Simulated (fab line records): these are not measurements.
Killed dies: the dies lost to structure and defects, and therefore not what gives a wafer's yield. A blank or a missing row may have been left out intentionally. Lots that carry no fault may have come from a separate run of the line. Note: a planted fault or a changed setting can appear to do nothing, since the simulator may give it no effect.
The same fault as seen by 2 desks :: flow sky130 :: each desk holds nothing but its own numbers, with what lay behind them at the end

== THE METROLOGY DESK ==
Means of the sampled wafers that have a number, per lot and without regard to the tool the lot ran on: this is what the gauges read. The brackets show how far a lot's mean lies from the usual mean; more than 4 standard deviations puts the lot out of limits, marked OUT.
Columns: A = CONTACT_W_RS at SKY_CONTACT_RS_MEAS_25, usual 0.338 ohm/sq; B = CONTACT_W_THK at SKY_CONTACT_THK_MEAS_26, usual 326 nm
lot: L567
first seen here: day 32 19:04
A: 0.336
B: 331

lot: L568
first seen here: day 33 01:41
A: 0.339
B: 320

lot: L573
first seen here: day 34 21:46
A: 0.339
B: 327

lot: L581
first seen here: day 37 10:38
A: 0.341
B: 321

lot: L583
first seen here: day 37 17:20
A: 0.339
B: 322
This desk's verdict: no lot among the 5 shows anything out of limits.

== DESK OF THE TOOL OWNER: pvd_sputter-02 ==
The tool's own readings at SKY_METAL1_SPUTTER_00 (material Ti, target thk 15 nm, time 10 s): means of the sampled wafers that have a number, for each lot that ran on this tool. The brackets show how far a lot's mean lies from the usual mean; more than 4 standard deviations puts the lot out of limits, marked OUT.
Columns: A = chamber_pressure_pa at SKY_METAL1_SPUTTER_00, usual 0.4000 Pa; B = throttle_valve_pct at SKY_METAL1_SPUTTER_00, usual 29.9 %
lot: L567
first seen here: day 32 19:33
A: 0.4001
B: 31.0

lot: L573
first seen here: day 34 22:14
A: 0.4004
B: 31.1
This desk's verdict: no lot among the 2 shows anything out of limits.

== ALL TOGETHER ==
At the metrology desk, nothing out of limits was observed.
The desk of the tool owner found nothing out of limits.

== WHAT THE SIMULATOR HAD PUT IN ==
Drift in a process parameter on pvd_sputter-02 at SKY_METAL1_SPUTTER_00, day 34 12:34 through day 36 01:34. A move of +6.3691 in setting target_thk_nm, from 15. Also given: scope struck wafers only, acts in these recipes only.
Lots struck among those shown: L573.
